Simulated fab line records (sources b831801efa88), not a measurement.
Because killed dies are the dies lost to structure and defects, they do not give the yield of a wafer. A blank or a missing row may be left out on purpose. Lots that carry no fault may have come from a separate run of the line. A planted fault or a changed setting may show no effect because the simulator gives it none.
What tool caused it?    flow sky130    24 lots with 72 wafers sampled at 5 steps, on a route of 708 steps

## WHAT EACH GAUGE READ, for each wafer
SKY_VIA2_OVL_MEAS_13.
lot   measured      on          VIA2_OVL (nm)
L074  day 36 16:59  overlay-02  -12 -10 -1
L075  day 36 18:35  overlay-02  -3 0 -6
L076  day 37 00:05  overlay-02  -7 -1 -10
L077  day 37 10:59  overlay-01  4 -7 -1
L078  day 37 21:56  overlay-02  -2 0 0
L079  day 38 03:13  overlay-02  -1 2 8
L080  day 38 03:32  overlay-01  -3 7 -6
L081  day 38 13:05  overlay-01  3 0 7
L082  day 38 21:33  overlay-02  -4 1 -1
L083  day 39 05:37  overlay-02  4 5 3
L084  day 39 11:21  overlay-01  -1 0 -12
L085  day 39 16:41  overlay-01  5 11 7
L086  day 39 22:17  overlay-01  2 -1 -2
L089  day 41 13:05  overlay-02  1 7 1
L087  day 41 15:17  overlay-02  -6 -3 -3
L088  day 41 15:38  overlay-01  1 -4 1
L090  day 41 15:59  overlay-02  7 -2 2
L091  day 41 17:29  overlay-01  -1 -1 -9
L092  day 41 19:27  overlay-02  -4 -6 5
L093  day 41 22:19  overlay-02  -3 -11 -6
L094  day 42 02:38  overlay-02  -7 -8 0
L095  day 42 18:56  overlay-01  5 3 -1
L096  day 43 00:17  overlay-01  -1 -1 3
L097  day 43 07:56  overlay-01  4 7 4

SKY_VIA3_THK_MEAS_01.
lot   measured      on             VIA3_HDPCVD_THK (nm)
L074  day 38 23:33  film_metro-02  1651 1671 1674
L075  day 39 00:59  film_metro-02  1614 1603 1602
L076  day 39 07:03  film_metro-01  1629 1595 1633
L077  day 39 17:41  film_metro-02  1602 1608 1623
L078  day 40 03:32  film_metro-02  1641 1639 1615
L079  day 40 08:01  film_metro-01  1644 1660 1635
L080  day 40 09:01  film_metro-03  1608 1598 1602
L081  day 40 18:50  film_metro-03  1633 1599 1617
L082  day 41 01:11  film_metro-02  1594 1606 1626
L083  day 41 10:59  film_metro-02  1611 1633 1629
L084  day 41 16:13  film_metro-03  1661 1632 1624
L085  day 41 20:55  film_metro-02  1615 1634 1630
L086  day 42 02:47  film_metro-01  1613 1641 1612
L089  day 43 16:10  film_metro-02  1586 1592 1625
L087  day 43 19:35  film_metro-02  1633 1633 1653
L088  day 43 19:48  film_metro-03  1640 1654 1653
L090  day 43 19:58  film_metro-02  1595 1599 1617
L091  day 43 20:59  film_metro-01  1662 1624 1634
L092  day 43 22:32  film_metro-01  1655 1631 1651
L093  day 44 00:11  film_metro-03  1618 1615 1637
L094  day 44 04:15  film_metro-01  1674 1646 1624
L095  day 44 21:40  film_metro-03  1597 1630 1645
L096  day 45 00:53  film_metro-01  1642 1627 1643
L097  day 45 07:59  film_metro-02  1653 1624 1609

## WHICH TOOL RAN EACH LOT (tool, then ch and the chambers of the sampled wafers, then the start)
lot   SKY_VIA2_ETCH_14                    SKY_METAL3_SPUTTER_04         SKY_CAPM_METAL_ETCH_13
L074  rie_diel-01 ch 0,1,2, day 36 17:01  pvd_sputter-02, day 36 18:31  rie_metal-04 ch 0,1, day 37 20:42
L075  rie_diel-01 ch 1,2, day 36 18:37    pvd_sputter-04, day 36 20:08  rie_metal-02 ch 0,1, day 37 21:51
L076  rie_diel-01 ch 1,3, day 37 00:07    pvd_sputter-04, day 37 01:36  rie_metal-02 ch 0,1, day 38 03:45
L077  rie_diel-02 ch 0,1,3, day 37 11:01  pvd_sputter-04, day 37 12:29  rie_metal-01 ch 0,1, day 38 14:12
L078  rie_diel-03 ch 0,2,3, day 37 21:58  pvd_sputter-03, day 37 23:26  rie_metal-02 ch 0,1, day 39 01:06
L079  rie_diel-01 ch 0,1,2, day 38 03:15  pvd_sputter-04, day 38 04:48  rie_metal-02 ch 0, day 39 06:00
L080  rie_diel-03 ch 0,2, day 38 03:34    pvd_sputter-03, day 38 05:05  rie_metal-04 ch 0,1, day 39 06:18
L081  rie_diel-01 ch 0,1, day 38 13:07    pvd_sputter-04, day 38 14:36  rie_metal-04 ch 0,1, day 39 16:15
L082  rie_diel-03 ch 0,1,3, day 38 21:34  pvd_sputter-02, day 38 23:11  rie_metal-02 ch 0,1, day 39 23:32
L083  rie_diel-01 ch 0,3, day 39 05:39    pvd_sputter-02, day 39 07:07  rie_metal-02 ch 0,1, day 40 08:06
L084  rie_diel-01 ch 0,1,3, day 39 11:22  pvd_sputter-03, day 39 12:52  rie_metal-04 ch 0,1, day 40 13:22
L085  rie_diel-02 ch 1,2, day 39 16:43    pvd_sputter-03, day 39 18:11  rie_metal-02 ch 0, day 40 18:39
L086  rie_diel-03 ch 0,1,2, day 39 22:19  pvd_sputter-04, day 39 23:50  rie_metal-04 ch 0,1, day 41 00:21
L089  rie_diel-03 ch 0,2,3, day 41 13:07  pvd_sputter-02, day 41 14:42  rie_metal-02 ch 0,1, day 42 14:36
L087  rie_diel-03 ch 0,2, day 41 15:19    pvd_sputter-02, day 41 17:48  rie_metal-04 ch 0,1, day 42 17:15
L088  rie_diel-02 ch 0,1,3, day 41 15:40  pvd_sputter-04, day 41 18:06  rie_metal-02 ch 0,1, day 42 17:51
L090  rie_diel-01 ch 1,2, day 41 16:01    pvd_sputter-04, day 41 18:24  rie_metal-01 ch 0,1, day 42 18:09
L091  rie_diel-02 ch 0,1,3, day 41 17:31  pvd_sputter-02, day 41 19:36  rie_metal-04 ch 0,1, day 42 19:24
L092  rie_diel-03 ch 1,2,3, day 41 19:28  pvd_sputter-04, day 41 20:57  rie_metal-01 ch 0,1, day 42 20:37
L093  rie_diel-01 ch 0,1,2, day 41 22:21  pvd_sputter-04, day 41 23:50  rie_metal-02 ch 0,1, day 42 23:36
L094  rie_diel-01 ch 1,2, day 42 02:40    pvd_sputter-02, day 42 04:08  rie_metal-04 ch 0,1, day 43 04:10
L095  rie_diel-02 ch 0,1,2, day 42 18:58  pvd_sputter-02, day 42 20:27  rie_metal-02 ch 0,1, day 43 20:48
L096  rie_diel-03 ch 1,2,3, day 43 00:18  pvd_sputter-04, day 43 01:47  rie_metal-02 ch 0,1, day 44 00:50
L097  rie_diel-01 ch 0,3, day 43 07:58    pvd_sputter-03, day 43 09:29  rie_metal-04 ch 0,1, day 44 08:27
- SKY_VIA2_ETCH_14: etches BARC in N2/H2, stops on SiO2, time 45.9 s, target depth 60 nm.
- SKY_METAL3_SPUTTER_04: material TiN, target thk 70 nm, time 58.3 s.
- SKY_CAPM_METAL_ETCH_13: etches TiN in Cl2/BCl3, stops on SiO2, target depth 220 nm, time 62.9 s.

## WHAT THE TOOLS THEMSELVES READ (means of the sampled wafers that have a number; where no wafer has one, the mark that the record gives instead)
SKY_VIA2_ETCH_14.
lot   tool         drypump_motor_current_A (A)  oes_product_au (a.u.)  throttle_valve_pct (%)
L074  rie_diel-01  5.6                          0.860                  13.225
L075  rie_diel-01  5.9                          0.853                  13.228
L076  rie_diel-01  5.2                          0.853                  13.229
L077  rie_diel-02  5.7                          0.853                  13.217
L078  rie_diel-03  5.8                          0.856                  13.219
L079  rie_diel-01  5.6                          0.852                  13.227
L080  rie_diel-03  5.8                          0.862                  13.224
L081  rie_diel-01  5.4                          0.852                  13.228
L082  rie_diel-03  5.8                          0.859                  13.224
L083  rie_diel-01  5.1                          0.858                  13.222
L084  rie_diel-01  5.2                          0.855                  13.229
L085  rie_diel-02  5.3                          0.855                  13.227
L086  rie_diel-03  5.8                          0.856                  13.224
L089  rie_diel-03  5.8                          0.855                  13.220
L087  rie_diel-03  5.8                          0.854                  13.230
L088  rie_diel-02  5.7                          0.857                  13.222
L090  rie_diel-01  5.9                          0.854                  13.211
L091  rie_diel-02  5.7                          0.850                  13.231
L092  rie_diel-03  6.1                          0.853                  13.226
L093  rie_diel-01  5.6                          0.852                  13.232
L094  rie_diel-01  5.9                          0.859                  13.223
L095  rie_diel-02  5.3                          0.851                  13.219
L096  rie_diel-03  6.1                          0.854                  13.222
L097  rie_diel-01  5.1                          0.849                  13.224

SKY_METAL3_SPUTTER_04.
lot   tool            throttle_valve_pct (%)
L074  pvd_sputter-02  30.4
L075  pvd_sputter-04  29.5
L076  pvd_sputter-04  29.1
L077  pvd_sputter-04  29.7
L078  pvd_sputter-03  28.9
L079  pvd_sputter-04  29.3
L080  pvd_sputter-03  28.8
L081  pvd_sputter-04  30.0
L082  pvd_sputter-02  30.0
L083  pvd_sputter-02  30.6
L084  pvd_sputter-03  29.2
L085  pvd_sputter-03  29.4
L086  pvd_sputter-04  29.4
L089  pvd_sputter-02  30.3
L087  pvd_sputter-02  30.5
L088  pvd_sputter-04  29.6
L090  pvd_sputter-04  29.7
L091  pvd_sputter-02  30.3
L092  pvd_sputter-04  29.6
L093  pvd_sputter-04  29.7
L094  pvd_sputter-02  30.7
L095  pvd_sputter-02  30.1
L096  pvd_sputter-04  29.1
L097  pvd_sputter-03  29.2

SKY_CAPM_METAL_ETCH_13.
lot   tool          drypump_motor_current_A (A)  mfc_cl2_sccm (sccm)  oes_product_au (a.u.)  throttle_valve_pct (%)
L074  rie_metal-04  5.35                         59.79                0.929                  21.904
L075  rie_metal-02  5.63                         59.82                0.950                  21.902
L076  rie_metal-02  5.64                         60.18                0.943                  21.903
L077  rie_metal-01  5.37                         59.82                0.938                  21.906
L078  rie_metal-02  5.63                         60.04                0.943                  21.892
L079  rie_metal-02  5.69                         60.09                0.939                  21.905
L080  rie_metal-04  5.34                         60.11                0.938                  21.907
L081  rie_metal-04  5.32                         59.85                0.939                  21.906
L082  rie_metal-02  5.64                         59.95                0.953                  21.895
L083  rie_metal-02  5.64                         59.99                0.933                  21.903
L084  rie_metal-04  5.34                         60.00                0.939                  21.900
L085  rie_metal-02  5.67                         60.05                0.938                  21.909
L086  rie_metal-04  5.32                         59.83                0.948                  21.895
L089  rie_metal-02  5.68                         60.02                0.932                  21.901
L087  rie_metal-04  5.35                         59.71                0.940                  21.897
L088  rie_metal-02  5.65                         59.93                0.943                  21.894
L090  rie_metal-01  5.37                         60.09                0.940                  21.902
L091  rie_metal-04  5.34                         59.96                0.935                  21.904
L092  rie_metal-01  5.36                         60.05                0.939                  21.900
L093  rie_metal-02  5.62                         59.84                0.947                  21.900
L094  rie_metal-04  5.33                         60.04                0.950                  21.909
L095  rie_metal-02  5.66                         59.96                0.942                  21.906
L096  rie_metal-02  5.65                         60.09                0.941                  21.898
L097  rie_metal-04  5.33                         60.07                0.948                  21.901

## THE ANSWER, worked out from the rows above alone
Rule: the lots themselves supply what counts as usual. The widest of any qualifying gaps counts: lots, ordered by their means at a reading, are off when they make up no more than a third of the lots, leave a main group of 4 or more, and stand apart from it by 3 or more times the standard deviation of that group's means. A main group is skipped when, at the precision printed for the reading in the tables above, its means are all equal. A lot without any number at a reading at which 4 lots or more have one is off too. Any other lot the step has rows for is counted as sound. The gauges are gone through in route order, then the tools' own readings, and for those a lot's mean is taken as printed above. The first step at which some lot is off is used, and at that step the reading that is off furthest; a lot without a number counts as furthest.
Across all readings shown, no lot is off: no conclusion can be drawn from this.

## WHAT THE SIMULATOR HAD PUT IN
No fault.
